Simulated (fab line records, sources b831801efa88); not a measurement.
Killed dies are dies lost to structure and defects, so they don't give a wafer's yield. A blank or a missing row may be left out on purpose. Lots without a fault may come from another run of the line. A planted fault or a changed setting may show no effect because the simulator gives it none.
One fault seen from 2 desks | flow sky130 | each desk has only its own numbers; what lay behind them comes last

THE TOOL OWNER'S DESK: litho_track-02
The tool's own readings at SKY_POLY_GATE_SOFTBAKE_09 (time 90 s): means of the sampled wafers that have a number, for each lot that ran on this tool. A lot is out of limits, marked OUT, if its mean lies more than 4 standard deviations from the usual mean; the brackets give that distance.
Columns: A = heater_power_total_W at SKY_POLY_GATE_SOFTBAKE_09, usual 57.34 W; B = plate_temp_C at SKY_POLY_GATE_SOFTBAKE_09, usual 99.98 C
lot  | first seen here | A               | B
L549 | day 16 02:00    | 57.37           | 99.92
L552 | day 17 10:00    | 57.31           | 99.99
L555 | day 18 10:00    | 57.33           | 100.07
L560 | day 20 06:00    | 57.29           | 99.99
L562 | day 21 01:00    | 54.28 (-25) OUT | 96.07 (-33) OUT
L566 | day 22 15:00    | 54.32 (-25) OUT | 96.18 (-32) OUT
This desk's finding: out of limits on L562, L566; first on L562, day 21 01:00 (heater_power_total_W at SKY_POLY_GATE_SOFTBAKE_09). In limits: L549, L552, L555, L560.

THE METROLOGY DESK
What the gauges read, lot by lot, whatever tool the lot ran on: means of the sampled wafers that have a number. A lot is out of limits, marked OUT, if its mean lies more than 4 standard deviations from the usual mean; the brackets give that distance.
Columns: A = SONOS_ONO_CVD_04_THK at SKY_SONOS_ONO_THK_MEAS_05, usual 5.74 nm
lot  | first seen here | A
L548 | day 11 13:26    | 5.83
L549 | day 12 01:08    | 5.72
L550 | day 12 12:12    | 5.97
L552 | day 13 02:00    | 5.58
L555 | day 13 22:15    | 5.70
L556 | day 14 04:23    | 5.66
L560 | day 15 16:59    | 5.90
L561 | day 15 20:54    | 5.55
L562 | day 16 08:45    | 5.64
L564 | day 17 14:20    | 5.80
L566 | day 17 15:35    | 5.71
L570 | day 18 20:13    | 5.70
L571 | day 19 09:32    | 5.76
This desk's finding: nothing out of limits on any of the 13 lots.

PUT TOGETHER
The tool owner's desk could have raised an alarm at day 21 01:00, on L562, L566.
The metrology desk saw nothing out of limits.
The metrology desk has L562, L566 on record, within its limits.
Of the lots named, all ran SKY_POLY_GATE_SOFTBAKE_09 on litho_track-02.

WHAT THE SIMULATOR HAD PUT IN
Process parameter drift: litho_track-02, from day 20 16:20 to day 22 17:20, at SKY_POLY_GATE_SOFTBAKE_09. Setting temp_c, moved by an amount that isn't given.
Lots struck among those shown: L562, L566.
Hours from the fault's start to each desk's first reading out of limits: the tool owner's desk, 9.
